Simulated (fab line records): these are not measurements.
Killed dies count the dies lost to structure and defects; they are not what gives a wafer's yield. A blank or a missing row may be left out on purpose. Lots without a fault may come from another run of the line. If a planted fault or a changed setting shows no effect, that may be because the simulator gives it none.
Chamber matching ; flow gf180mcu ; rie_diel-03 running GF_M5_ETCH_09: 4 sister chambers
The step etches Si3N4 in CF4/O2, target depth 52 nm, time 11.6 s. 16 wafers are shown with their chamber, then 8 later ones without.

== WAFERS PAIRED WITH THEIR CHAMBERS ==
wafer;chamber;drypump_motor_current_A (A);oes_product_au (a.u.);throttle_valve_pct (%)
L079.2;1;5.8;0.981;5.975
L079.3;2;5.6;1.005;5.961
L079.5;0;5.9;1.001;5.965
L085.4;3;5.4;1.006;5.959
L085.5;3;5.5;1.021;5.973
L085.6;2;5.6;1.016;5.961
L084.1;3;5.5;1.014;5.964
L084.2;0;5.9;1.018;5.967
L084.3;2;5.6;1.017;5.974
L084.4;1;5.8;1.000;5.973
L084.5;2;5.6;1.029;5.983
L084.6;3;5.5;1.013;5.967
L086.2;2;5.6;1.014;5.958
L086.3;1;5.8;0.980;5.977
L086.4;3;5.5;0.997;5.976
L089.2;0;6.0;1.011;5.971

SIGNATURES, as means of the wafers listed above
reading;chamber 0;chamber 1;chamber 2;chamber 3;scatter within a chamber
drypump_motor_current_A;5.933;5.800;5.600;5.480;0.035
oes_product_au;1.01000;0.98700;1.01620;1.01020;0.00924
throttle_valve_pct;5.96767;5.97500;5.96740;5.96780;0.00748
Rule: distance of a wafer from a chamber = root of the sum over the readings of ((wafer's reading minus chamber's mean) / reading's scatter) squared. If the next closest chamber is less than 2 further off than the closest, the wafer can't be placed; otherwise it belongs to the closest. The scatter is the square root of a quotient: the sum, over the shown wafers, of each reading's squared deviation from its chamber's mean, divided by wafers minus chambers.

== WAFERS MISSING THEIR CHAMBER ==
wafer;drypump_motor_current_A (A);oes_product_au (a.u.);throttle_valve_pct (%)
L089.3;5.5;1.011;5.971
L089.6;5.8;0.982;5.973
L096.1;5.6;0.987;5.979
L096.2;5.8;0.973;5.976
L096.3;5.9;0.997;5.989
L096.4;5.9;1.007;5.972
L096.5;5.6;1.007;5.969
L096.6;5.8;0.975;5.971

== WHICH CHAMBER EACH ONE RAN IN ==
wafer;from the rows above;in truth
L089.3;3;3
L089.6;1;1
L096.1;can't be placed: 2 or 3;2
L096.2;1;1
L096.3;can't be placed: 0 or 1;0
L096.4;0;0
L096.5;2;2
L096.6;1;1
Correctly placed: 6 of 8. Can't be placed from these rows: 2 (the true chamber is among the candidates in 2). Wrongly placed: 0.
